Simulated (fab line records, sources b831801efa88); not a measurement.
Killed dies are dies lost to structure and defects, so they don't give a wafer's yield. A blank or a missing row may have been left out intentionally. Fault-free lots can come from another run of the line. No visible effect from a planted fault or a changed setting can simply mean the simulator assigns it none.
Which tool is to blame? | flow sky130 | Sampling: 6 lots, 18 wafers, 2 of 708 route steps

== WHAT THE GAUGES READ, wafer by wafer ==
SKY_LDD_HVN_OVL_MEAS_07.
lot  | measured     | on         | LDD_HVN_OVL (nm)
L889 | day 20 05:47 | overlay-01 | 1.0 1.3 0.5
L891 | day 21 09:52 | overlay-01 | -0.7 -2.8 -4.1
L895 | day 22 22:35 | overlay-02 | 1.6 2.6 2.5
L897 | day 23 23:53 | overlay-02 | 0.6 -0.5 0.7
L904 | day 26 20:14 | overlay-02 | -2.0 -0.1 -0.9
L910 | day 28 09:44 | overlay-02 | 0.0 1.7 1.0

== WHICH TOOL RAN EACH LOT (tool, then ch and the chambers of the sampled wafers, then the start) ==
lot  | SKY_SONOS_ONO_STRIP_17
L889 | plasma-asher-01 ch 0,1, day 12 16:43
L891 | plasma-asher-02 ch 0,1, day 13 17:02
L895 | plasma-asher-04 ch 0,1, day 15 00:26
L897 | plasma-asher-01 ch 0,1, day 16 01:41
L904 | plasma-asher-02 ch 0,1, day 18 19:49
L910 | plasma-asher-04 ch 0,1, day 20 15:42
- SKY_SONOS_ONO_STRIP_17: strips in O2/N2.

== THE ANSWER, worked out from the rows above alone ==
Rule: the lots themselves supply what counts as usual. Put in order of their means at a reading, lots are off if they are a third of the lots or fewer, leave a main group of 4 or more, and stand apart from it by a gap of 3 or more times the standard deviation of the main group's means; of several such gaps the widest counts. Not used: any main group whose means are identical at the precision the tables above print for the reading. Also off: a lot with no number at a reading for which 4 or more lots have one. Any other lot the step has rows for is counted as sound.
No lot is off at any reading shown: from this, nothing can be told.

== WHAT WAS PUT IN BY THE SIMULATOR ==
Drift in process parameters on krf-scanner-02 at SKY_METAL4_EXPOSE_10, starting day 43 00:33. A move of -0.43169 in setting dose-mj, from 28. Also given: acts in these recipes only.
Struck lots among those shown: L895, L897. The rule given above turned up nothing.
